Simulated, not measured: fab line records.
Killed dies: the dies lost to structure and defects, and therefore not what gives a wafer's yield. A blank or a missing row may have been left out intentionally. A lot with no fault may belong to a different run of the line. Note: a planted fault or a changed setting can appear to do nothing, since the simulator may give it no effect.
Which tool did it?    flow gf180mcu    12 lots with 36 wafers sampled at 2 steps, on a route of 602 steps

## WHAT EACH GAUGE READ, for each wafer
GF_M2_OVL_MEAS_15.
lot   measured      on          M2_OVL (nm)
L075  day 20 11:22  overlay-02  -8 -6 -1
L077  day 21 06:06  overlay-02  -6 -3 -3
L079  day 22 04:19  overlay-01  4 3 1
L081  day 22 16:16  overlay-02  -2 0 3
L083  day 23 10:19  overlay-01  5 7 6
L085  day 24 05:37  overlay-01  -2 0 -2
L087  day 24 18:55  overlay-02  -1 0 -1
L089  day 25 12:10  overlay-01  5 5 -5
L091  day 26 00:37  overlay-01  -6 -7 6
L093  day 26 15:49  overlay-01  -1 5 3
L095  day 27 02:04  overlay-02  -5 -12 -7
L097  day 27 16:13  overlay-02  6 6 6

## WHICH TOOL RAN EACH LOT (tool, then ch and the chambers of the sampled wafers, then the start)
lot   GF_M2_SPUTTER_03
L075  pvd sputter-01, day 19 11:29
L077  pvd sputter-01, day 20 05:55
L079  pvd sputter-02, day 21 03:53
L081  pvd sputter-02, day 21 15:32
L083  pvd sputter-01, day 22 10:35
L085  pvd sputter-02, day 23 06:53
L087  pvd sputter-04, day 23 19:51
L089  pvd sputter-01, day 24 13:25
L091  pvd sputter-01, day 25 03:11
L093  pvd sputter-01, day 25 18:18
L095  pvd sputter-01, day 26 05:04
L097  pvd sputter-02, day 26 20:31
- GF_M2_SPUTTER_03: material Ti, target thk 10 nm, time 6.7 s.

## THE ANSWER, worked out from the rows above alone
Rule: what is usual is taken from the lots themselves. Put in order of their means at a reading, lots are off if they are a third of the lots or fewer, leave a main group of 4 or more, and stand apart from it by a gap of 3 or more times the standard deviation of the main group's means; of several such gaps the widest counts. If all means in a main group match to the digits the tables above print for the reading, that group is not used. Also off: a lot with no number at a reading for which 4 or more lots have one. All remaining lots with rows at the step are treated as sound.
None of the lots is off at any reading shown; this tells nothing.

## WHAT THE SIMULATOR HAD PUT IN
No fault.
